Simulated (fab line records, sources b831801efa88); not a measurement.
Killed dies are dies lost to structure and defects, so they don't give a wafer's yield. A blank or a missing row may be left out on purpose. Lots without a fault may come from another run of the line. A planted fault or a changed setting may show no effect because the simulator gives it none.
Chamber matching | flow sky130 | SKY_VIA2_CMP_24 on cmp-01: 4 sister chambers
The step polishes, stops on SiO2, t overpolish 20 s, target thk 0 nm. 8 wafers are shown with their chamber, then 12 later ones without.

WAFERS WITH THEIR CHAMBER
wafer  | chamber | motor_current_A (A) | time_to_endpoint_s (s)
L075.2 | 0       | 11.4                | 98
L082.1 | 0       | 10.9                | 94
L082.5 | 1       | 12.7                | 99
L086.3 | 3       | 8.6                 | 91
L086.5 | 2       | 12.5                | 102
L089.1 | 1       | 13.1                | 98
L089.2 | 2       | 12.8                | 101
L089.4 | 3       | 8.6                 | 95

WAFERS WITHOUT THEIR CHAMBER
wafer  | motor_current_A (A) | time_to_endpoint_s (s)
L092.2 | 13.3                | 103
L092.3 | 9.2                 | 95
L092.6 | 12.4                | 101
L091.3 | 12.8                | 102
L091.4 | 12.4                | 103
L091.6 | 8.6                 | 97
L093.1 | 8.7                 | 96
L093.2 | 11.4                | 94
L093.5 | 11.1                | 97
L096.1 | 12.1                | 100
L096.3 | 10.5                | 96
L096.4 | 8.4                 | 95

WHICH CHAMBER EACH WENT THROUGH
wafer  | from the rows above          | in truth
L092.2 | can't be placed: 2 or 1      | 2
L092.3 | 3                            | 3
L092.6 | can't be placed: 2 or 1      | 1
L091.3 | can't be placed: 2 or 1      | 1
L091.4 | can't be placed: 2 or 1      | 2
L091.6 | 3                            | 3
L093.1 | 3                            | 3
L093.2 | 0                            | 0
L093.5 | 0                            | 0
L096.1 | can't be placed: 2 or 1 or 0 | 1
L096.3 | 0                            | 0
L096.4 | 3                            | 3
Placed correctly: 7 of 12. Can't be placed from these rows: 5 (the true chamber is among the candidates in 5). Placed wrongly: 0.
How it was worked out, from the rows above alone: a wafer's distance from a chamber is the root of the sum, over the readings, of the square of ((its reading less the chamber's mean) divided by the reading's scatter). The wafer belongs to the nearest chamber; if the next one is less than 2 further off, it can't be placed. A chamber's mean is the mean of its shown wafers. The scatter: the root of (the sum of the squares of (reading less its chamber's mean) over the shown wafers, divided by (wafers less chambers)).
